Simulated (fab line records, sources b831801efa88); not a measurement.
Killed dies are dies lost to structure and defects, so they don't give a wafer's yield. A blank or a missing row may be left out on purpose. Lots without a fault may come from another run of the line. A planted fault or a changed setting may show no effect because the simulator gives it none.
A struck lot beside a sound one | flow sky130 | 15 steps out of a route of 708
Sound: wafers L375.2, L375.4, L375.6. Struck: wafers L388.1, L388.4, L388.6. The cause comes at the end.
At each step with rows: each side's tool, then ch and its chambers, then its first start. Under that, the readings that differ: sound wafers | struck wafers | difference of the means | sigmas: that difference in standard deviations of wafers without a fault.
alike: readings whose means differ by less than 2 such deviations, and words and numbers that are the same on both sides. not compared: withheld readings, readings that some wafer has no value for, bounds like >300 that may hide the same value, and numbers for which the record gives no deviation and whose values overlap.
The two part at a step that has a row with sigmas, a row that says differs or no value, or rows on one side only. Numbers that don't overlap but have no deviation are shown without sigmas and don't part them. A reading that every wafer of one side lacks parts them only if that side has two wafers or more.

first, 5 steps without rows for these wafers: SKY_VIA4_COAT_06 (resist thk 1156 nm); SKY_VIA4_SOFTBAKE_07 (time 60 s); SKY_VIA4_EXPOSE_08 (exposes mask VIM4, target cd 800 nm); SKY_VIA4_PEB_09; SKY_VIA4_DEVELOP_10 (develop time 60 s).
SKY_VIA4_OVL_MEAS_11:
  sound on overlay-01, day 43 18:28; struck on overlay-02, day 46 10:50
  alike: VIA4_OVL
SKY_VIA4_ETCH_12: etches SiO2 in C4F8/O2/Ar, stops on TiN, target depth 580 nm.
  sound on rie_diel-01 ch 0,2,3, day 43 18:30; struck on rie_diel-03 ch 1,2, day 46 10:52
  alike: chamber_pressure_mTorr, oes_product_au
SKY_VIA4_STRIP_13: strips in O2/N2.
  sound on plasma_asher-03 ch 0,1, day 43 18:34; struck on plasma_asher-04 ch 0,1, day 46 10:56
  alike: chamber_pressure_mTorr, drypump_motor_current_A, oes_product_au, strip_time_to_endpoint_s
  not compared: rf_hours_counter_h
then, 3 steps without rows for these wafers: SKY_VIA4_STRIP_14 (strips in post etch residue remover, time 1200 s); SKY_VIA4_CLEAN_15 (cleans in IPA, time 180 s); SKY_VIA4_CLEAN_16 (cleans in O3/DIW).
SKY_VIA4_SPUTTER_17: material TiN, target thk 20 nm, time 80 s.
  sound on pvd_sputter-02, day 43 19:10; struck on pvd_sputter-01, day 46 11:56
  alike: throttle_valve_pct
SKY_VIA4_CVD_18: deposits W, target thk 505 nm, time 152.14 s.
  sound on cvd_w-01 ch 1, day 43 19:14; struck on cvd_w-02 ch 1, day 46 12:28
  reading            | sound       | struck         | difference | sigmas
  heater_power_w (W) | 827 807 805 | 1010 1005 1021 | +199       | +3
SKY_VIA4_RS_MEAS_19: measures by four-point-probe.
  sound on film_metro-01, day 43 19:25; struck on film_metro-01, day 46 13:04
  reading            | sound                | struck               | difference | sigmas
  VIA4_W_RS (ohm/sq) | 0.2282 0.2310 0.2297 | 0.1134 0.1145 0.1139 | -0.1157    | -39
SKY_PAD_OPEN_PROBE_99:
  the record has rows for the sound wafers here (prober-01, day 46 15:44) and none for the struck ones

WHERE THEY PART
First at SKY_VIA4_CVD_18; last, within this record, at SKY_PAD_OPEN_PROBE_99.

WHY: what the simulator had put in
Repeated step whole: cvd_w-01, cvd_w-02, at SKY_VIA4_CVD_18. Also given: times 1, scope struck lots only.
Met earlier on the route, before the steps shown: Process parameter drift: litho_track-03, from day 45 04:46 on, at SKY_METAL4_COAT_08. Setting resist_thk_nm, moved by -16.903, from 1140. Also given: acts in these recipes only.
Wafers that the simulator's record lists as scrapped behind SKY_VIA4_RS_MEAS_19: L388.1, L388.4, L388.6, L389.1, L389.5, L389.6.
